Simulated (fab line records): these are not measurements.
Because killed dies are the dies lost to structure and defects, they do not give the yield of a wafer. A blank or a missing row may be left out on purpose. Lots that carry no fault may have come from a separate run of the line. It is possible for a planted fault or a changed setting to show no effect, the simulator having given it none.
Struck lot and sound lot, side by side :: flow sky130 :: 14 out of 708 route steps
Sound: these wafers, L540.2, L540.5, L540.6. Wafers struck: L558.1, L558.3, L558.5. The cause is given at the end.
At each step with rows: each side's tool, then ch and its chambers, then its first start. Under that, the readings that differ: sound wafers :: struck wafers :: difference of the means :: sigmas: that difference in standard deviations of wafers without a fault.
alike: same words and numbers on both sides, and readings whose means sit less than 2 such deviations apart. not compared: any withheld reading, any reading some wafer has no value for, any bound like >300 that may hide the same value, and any number with overlapping values for which the record gives no deviation.
Wherever a step has rows on one side only, a row that says differs or no value, or a row with sigmas, the two part there. Numbers that don't overlap but have no deviation are shown without sigmas and don't part them. A reading that every wafer of one side lacks parts them only if that side has two wafers or more.

first, 3 steps without rows for these wafers: SKY_FIELD_ISO_CLEAN_20 (cleans in dHF, time 20 s); SKY_FIELD_ISO_WET_ETCH_21 (etches SiO2 in dHF, target depth 20 nm, time 400 s); SKY_FIELD_ISO_OXIDATION_22 (stabilise 600 s, purge 300 s, target thk 10 nm).
SKY_FIELD_ISO_THK_MEAS_23:
  sound on filmMetro-01, day 3 04:15; struck on filmMetro-02, day 7 02:34
  alike: FIELD_ISO_OXIDATION_01_THK
then, 1 step without rows for these wafers: SKY_FIELD_ISO_CVD_24 (deposits SiO2, target thk 595 nm, time 99.2 s).
SKY_FIELD_ISO_THK_MEAS_25:
  sound on filmMetro-01, day 3 04:23; struck on filmMetro-01, day 7 02:42
  alike: FIELD_ISO_CVD_24_THK
then, 1 step without rows for these wafers: SKY_FIELD_ISO_ANNEAL_26 (time 1800 s).
SKY_FIELD_ISO_CMP_27: polishes, stops on Si3N4, t overpolish 16 s, target thk 457.8 nm.
  sound on cmp-01 ch 1,2, day 3 06:35; struck on cmp-01 ch 1,2,3, day 7 06:56
  alike: motorCurrentA, overpolishRunS, platenRpm, timeToEndpointS
then, 4 steps without rows for these wafers: SKY_FIELD_ISO_WET_ETCH_28 (etches SiO2 in dHF, target depth 23.7 nm, time 47 s); SKY_FIELD_ISO_WET_ETCH_29 (etches Si3N4 in H3PO4, target depth 160 nm, time 1825 s); SKY_FIELD_ISO_WET_ETCH_30 (etches SiO2 in dHF, target depth 25 nm, time 50 s); SKY_NWELL_CLEAN_00 (cleans in SC1/SC2, time 150 s).
SKY_NWELL_OXIDATION_01: stabilise 600 s, purge 300 s, target thk 10 nm.
  struck on furnace-01, day 7 09:01; sound on furnace-02 ch 0, day 3 07:26
  no value came back on the struck wafers for oxTempC (C), oxTempCMax; on the sound wafers oxTempC (C) reads 900.3 899.7 899.6
then, 1 step without rows for these wafers: SKY_DNWELL_DEHYDRATE_00 (time 60 s).

WHERE THEY PART
Within this record, at SKY_NWELL_OXIDATION_01 only.

WHY: the cause the simulator had injected
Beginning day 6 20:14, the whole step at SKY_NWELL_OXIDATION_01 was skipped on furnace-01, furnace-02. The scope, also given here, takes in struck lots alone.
